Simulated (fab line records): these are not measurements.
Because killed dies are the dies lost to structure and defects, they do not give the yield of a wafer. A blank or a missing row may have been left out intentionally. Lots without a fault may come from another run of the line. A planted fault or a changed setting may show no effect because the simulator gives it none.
Split-lot study | flow sfq line | 23 wafers read across 5 lots, on a route 325 steps long

== ABOUT THE SPLIT ==
At SFQ_TRILAYER_I4_VIA_LITHO_PEB_106 (peb time 60 s), the setting peb time s was moved away from the recipe's 60 s on 9 of the 23 wafers read, by -12.5% to +13.1%. For the rest of the wafers, this setting stayed at what the recipe calls for.

== FROM THE SPLIT TO THE READING: what the file shows between them, 2 steps ==
- SFQ_TRILAYER_I4_VIA_LITHO_DEVELOP_105: time 60 s
- SFQ_TRILAYER_I4_VIA_BARC_OPEN_VIA_ETCH_146: etches BARC in O2, target depth 125 nm, time 41.7 s

== THE READING ==
I4.cd nm (the simulator's own value, which no gauge read), in nm, at SFQ_TRILAYER_I4_VIA_ETCH_VIA_ETCH_106 (etches SiO2 in CHF3, stops on Nb, target depth 260 nm). There is no usual value for it anywhere in the file. Across the 14 wafers here that went through the recipe, the average is 702.0 nm and the standard deviation 1.7 nm.

wafer  | tool, chamber at the split | peb time s as run, s | against the recipe | I4.cd nm, nm | against lot-mates on the recipe
L075.1 | litho track-04, 0          | 60                   | recipe             | 700.4        | -
L075.3 | litho track-04, 0          | 60                   | recipe             | 700.7        | -
L075.6 | litho track-04, 0          | 60                   | recipe             | 698.7        | -
L076.1 | litho track-02, 0          | 63.01                | +5.0%              | 706.3        | +4.8
L076.2 | litho track-02, 0          | 60                   | recipe             | 701.5        | -
L076.3 | litho track-02, 0          | 63.01                | +5.0%              | 706.2        | +4.7
L076.4 | litho track-02, 0          | 63.01                | +5.0%              | 707.5        | +6.0
L076.5 | litho track-02, 0          | 60                   | recipe             | 701.6        | -
L079.1 | litho track-02, 0          | 54.09                | -9.8%              | 683.3        | -19.0
L079.2 | litho track-02, 0          | 60                   | recipe             | 703.1        | -
L079.4 | litho track-02, 0          | 54.09                | -9.8%              | 685.2        | -17.1
L079.5 | litho track-02, 0          | 60                   | recipe             | 702.7        | -
L079.6 | litho track-02, 0          | 60                   | recipe             | 701.2        | -
L082.1 | litho track-02, 0          | 60                   | recipe             | 702.9        | -
L082.3 | litho track-02, 0          | 52.49                | -12.5%             | 682.2        | -20.2
L082.4 | litho track-02, 0          | 60                   | recipe             | 700          | -
L082.5 | litho track-02, 0          | 60                   | recipe             | 704.2        | -
L082.6 | litho track-02, 0          | 52.49                | -12.5%             | 683.7        | -18.7
L085.1 | litho track-04, 0          | 60                   | recipe             | 703.8        | -
L085.3 | litho track-04, 0          | 67.83                | +13.1%             | 717.5        | +13.8
L085.4 | litho track-04, 0          | 67.83                | +13.1%             | 719.3        | +15.6
L085.5 | litho track-04, 0          | 60                   | recipe             | 702.5        | -
L085.6 | litho track-04, 0          | 60                   | recipe             | 704.9        | -

THE FIT
A straight line over all 23 wafers: I4.cd nm changes by +1.43 nm for each +1% of peb time s; r = +0.98; the points scatter about the line by 2 nm.
The same after taking each lot's own level away (the mean of its wafers on the recipe; 23 wafers): +1.41 nm for each +1%; r = +0.98; scatter 1.9 nm.
According to that fit, moving peb time s by its largest amount changes the reading by 18 nm.
From 699.93 to 703.73 nm: that is the span of the lots' own levels, equal to 2.3 times the standard deviation above.
Consequently the slope shifts little with the lot-to-lot level, the two slopes agreeing.
Check: for one of the wafers moved furthest among these (+13.1%), held out of the fit, the line's prediction against its lot-mates is +18.3 nm. Against them it came out at +13.8 nm.

== THE WHOLE CHAIN: every reading that the file lists as answering this split, in the file's order ==
step                                       | what it does                                          | reading                                                   | change (the file's fit)              | r (the file's)
SFQ_TRILAYER_I4_VIA_BARC_OPEN_VIA_ETCH_146 | etches BARC in O2, target depth 125 nm, time 41.7 s   | I4.cd nm (the simulator's own value, which no gauge read) | +1.47 nm for each +1% of the setting | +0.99
SFQ_TRILAYER_I4_VIA_ETCH_VIA_ETCH_106      | etches SiO2 in CHF3, stops on Nb, target depth 260 nm | I4.cd nm (the simulator's own value, which no gauge read) | +1.42 nm for each +1% of the setting | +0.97

== THE FILE'S OWN FIT ==
I4.cd nm changes by +1.42 nm for each +1% of peb time s, r = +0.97.
